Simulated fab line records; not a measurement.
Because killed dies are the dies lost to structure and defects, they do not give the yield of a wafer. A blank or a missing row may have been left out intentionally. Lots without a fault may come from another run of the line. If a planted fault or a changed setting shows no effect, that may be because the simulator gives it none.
Chamber matching :: flow sky130 :: SKY_VIA4_CMP_21 on cmp-01: 4 sister chambers
The step polishes, stops on SiO2, t overpolish 25 s, target thk 0 nm. 8 wafers are shown with their chamber, then 7 later ones without.

## EACH WAFER AND ITS CHAMBER
wafer: L524.2
chamber: 0
motorCurrentA (A): 13.6
timeToEndpointS (s): 118

wafer: L528.3
chamber: 1
motorCurrentA (A): 12.9
timeToEndpointS (s): 132

wafer: L528.5
chamber: 2
motorCurrentA (A): 12.1
timeToEndpointS (s): 126

wafer: L534.4
chamber: 3
motorCurrentA (A): 10.5
timeToEndpointS (s): 126

wafer: L534.5
chamber: 2
motorCurrentA (A): 11.6
timeToEndpointS (s): 130

wafer: L534.6
chamber: 3
motorCurrentA (A): 10.3
timeToEndpointS (s): 123

wafer: L537.2
chamber: 1
motorCurrentA (A): 12.1
timeToEndpointS (s): 131

wafer: L537.4
chamber: 0
motorCurrentA (A): 13.8
timeToEndpointS (s): 130

## WAFERS WITH NO CHAMBER GIVEN
wafer: L537.5
motorCurrentA (A): 10.9
timeToEndpointS (s): 125

wafer: L538.1
motorCurrentA (A): 11.5
timeToEndpointS (s): 132

wafer: L538.2
motorCurrentA (A): 10.3
timeToEndpointS (s): 123

wafer: L538.5
motorCurrentA (A): 11.1
timeToEndpointS (s): 126

wafer: L539.3
motorCurrentA (A): 12.6
timeToEndpointS (s): 127

wafer: L539.5
motorCurrentA (A): 12.6
timeToEndpointS (s): 121

wafer: L539.6
motorCurrentA (A): 13.0
timeToEndpointS (s): 123

## WHICH CHAMBER EACH ONE RAN IN
wafer: L537.5
from the rows above: can't be placed: 3 or 2
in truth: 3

wafer: L538.1
from the rows above: can't be placed: 2 or 1
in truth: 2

wafer: L538.2
from the rows above: 3
in truth: 3

wafer: L538.5
from the rows above: can't be placed: 3 or 2
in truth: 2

wafer: L539.3
from the rows above: can't be placed: 1 or 2
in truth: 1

wafer: L539.5
from the rows above: can't be placed: 1 or 2 or 0
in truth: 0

wafer: L539.6
from the rows above: can't be placed: 0 or 1 or 2
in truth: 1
Placed correctly: 1 of 7. From these rows, 6 cannot be placed; in 6 the true chamber is one of the candidates. 0 placed wrongly.
How it was worked out, from the rows above alone: a wafer's distance from a chamber is the root of the sum, over the readings, of the square of ((its reading less the chamber's mean) divided by the reading's scatter). If the next closest chamber is less than 2 further off than the closest, the wafer can't be placed; otherwise it belongs to the closest. For every chamber, the mean is computed from those of its wafers that are shown. The scatter: take each reading less its chamber's mean, square it, sum over the shown wafers, divide by the number of wafers less the number of chambers, and take the root.
